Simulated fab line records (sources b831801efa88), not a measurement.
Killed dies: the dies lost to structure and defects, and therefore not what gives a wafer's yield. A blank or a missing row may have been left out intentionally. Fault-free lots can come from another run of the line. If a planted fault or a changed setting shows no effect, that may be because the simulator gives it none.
The tool behind it: which one? ; flow sky130 ; at 1 step of a route of 708, 12 lots with 36 wafers sampled

## WHAT THE GAUGES SHOWED, per wafer
SKY_VIA1_CD_MEAS_12 targets a cd of 150 nm.
lot;measured;on;cd-nm (nm)
L075;day 34 07:18;cd-sem-01;150.3 149.4 150.2
L077;day 35 19:14;cd-sem-01;148.5 147.2 148.3
L079;day 36 11:40;cd-sem-01;147.9 149.0 148.5
L080;day 36 20:25;cd-sem-01;150.8 150.4 151.7
L084;day 37 15:46;cd-sem-02;151.8 152.2 151.0
L085;day 37 22:22;cd-sem-02;146.7 150.0 147.3
L087;day 39 00:02;cd-sem-01;152.5 153.5 153.4
L089;day 39 06:22;cd-sem-02;154.5 153.3 153.5
L091;day 39 12:36;cd-sem-01;148.6 148.0 149.3
L093;day 40 04:01;cd-sem-01;150.2 149.9 148.3
L095;day 40 22:08;cd-sem-01;151.7 150.4 148.1
L097;day 41 00:46;cd-sem-02;149.0 149.7 150.4

## WHICH TOOL RAN EACH LOT (tool, then ch and the chambers of the sampled wafers, then the start)
Record: no process step prior to these readings.

## THE ANSWER, worked out from the rows above alone
Rule: what is usual is taken from the lots themselves. The widest of any qualifying gaps counts: lots, ordered by their means at a reading, are off when they make up no more than a third of the lots, leave a main group of 4 or more, and stand apart from it by 3 or more times the standard deviation of that group's means. The tables above print the reading to a certain number of digits; a main group whose means all agree to those digits is not used. Also off: a lot with no number at a reading for which 4 or more lots have one. All remaining lots with rows at the step are treated as sound.
No lot is off on any of the readings shown, so nothing can be concluded from this.

## WHAT HAD BEEN PUT IN BY THE SIMULATOR
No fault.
